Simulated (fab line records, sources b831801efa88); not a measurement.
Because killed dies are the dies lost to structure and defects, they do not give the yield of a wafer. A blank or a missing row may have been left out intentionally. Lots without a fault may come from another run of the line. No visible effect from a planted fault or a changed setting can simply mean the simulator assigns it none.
One fault through the eyes of 2 desks / flow sky130 / every desk sees just its own numbers, and what lay behind them comes last

== AT THE TOOL OWNER'S DESK: iline stepper-01 ==
The tool's own readings at SKY_VT_ADJUST_NCORE_EXPOSE_04 (exposes mask LVTN COMPLEMENT THIN, target cd 380 nm): means of the sampled wafers that have a number, for each lot that ran on this tool. The brackets show how far a lot's mean lies from the usual mean; more than 4 standard deviations puts the lot out of limits, marked OUT.
Columns: A = exposure dose mJ cm2 at SKY_VT_ADJUST_NCORE_EXPOSE_04, usual 139.00
lot=L246; first seen here=day 7 23:26; A=139.06
lot=L247; first seen here=day 8 05:26; A=138.98
lot=L248; first seen here=day 8 13:16; A=138.95
lot=L250; first seen here=day 9 04:41; A=139.01
lot=L251; first seen here=day 9 09:07; A=138.90
lot=L252; first seen here=day 9 17:50; A=138.92
lot=L253; first seen here=day 9 20:49; A=138.97
lot=L254; first seen here=day 10 09:10; A=139.00
lot=L258; first seen here=day 11 18:36; A=139.04
lot=L260; first seen here=day 12 04:28; A=144.81 (+41) OUT
lot=L265; first seen here=day 13 11:11; A=143.71 (+34) OUT
lot=L264; first seen here=day 13 11:59; A=143.52 (+32) OUT
lot=L266; first seen here=day 14 01:42; A=141.90 (+21) OUT
Finding of this desk: L260, L264, L265, L266 out of limits; the first was L260 at day 12 04:28, on exposure dose mJ cm2 at SKY_VT_ADJUST_NCORE_EXPOSE_04. L246, L247, L248, L250, L251, L252, L253, L254, L258: within limits.

== AT THE METROLOGY DESK ==
Lot by lot, what the gauges showed, no matter which tool ran the lot: averages of those sampled wafers that carry a number. The brackets show how far a lot's mean lies from the usual mean; more than 4 standard deviations puts the lot out of limits, marked OUT.
Columns: A = cd nm at SKY_VT_ADJUST_NCORE_CD_MEAS_07, usual 379.9 nm
lot=L246; first seen here=day 8 09:19; A=376.6
lot=L247; first seen here=day 8 15:38; A=378.3
lot=L248; first seen here=day 8 23:47; A=378.7
lot=L250; first seen here=day 9 14:26; A=383.2
lot=L251; first seen here=day 9 19:36; A=379.7
lot=L252; first seen here=day 10 04:30; A=379.5
lot=L253; first seen here=day 10 07:01; A=377.6
lot=L254; first seen here=day 10 20:53; A=382.0
lot=L256; first seen here=day 12 02:40; A=382.3
lot=L258; first seen here=day 12 05:48; A=380.4
lot=L259; first seen here=day 12 11:26; A=380.8
lot=L260; first seen here=day 12 16:17; A=392.0 (+5.2) OUT
lot=L262; first seen here=day 13 10:42; A=378.0
lot=L265; first seen here=day 14 00:09; A=387.2
lot=L264; first seen here=day 14 01:05; A=389.1
lot=L266; first seen here=day 14 14:15; A=388.7
Finding of this desk: L260 out of limits; the first was L260 at day 12 16:17, on cd nm at SKY_VT_ADJUST_NCORE_CD_MEAS_07. L246, L247, L248, L250, L251, L252, L253, L254, L256, L258, L259, L262, L265, L264, L266: within limits.

== TAKEN TOGETHER ==
The tool owner's desk had the chance to raise an alarm at day 12 04:28 on L260, L264, L265, L266.
Metrology desk: alarm possible at day 12 16:17 on L260.
The metrology desk holds a record of L264, L265, L266, inside its limits.
On iline stepper-01, each named lot ran SKY_VT_ADJUST_NCORE_EXPOSE_04.

== WHAT HAD BEEN PUT IN BY THE SIMULATOR ==
Process parameter drift: iline stepper-01, from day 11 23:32 on, at SKY_VT_ADJUST_NCORE_EXPOSE_04. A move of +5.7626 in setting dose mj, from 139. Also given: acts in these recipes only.
Struck lots among those shown: L260, L264, L265, L266.
Delay (hours) between the fault's onset and each desk's first out-of-limits reading: 5 at the tool owner's desk, 17 at the metrology desk.
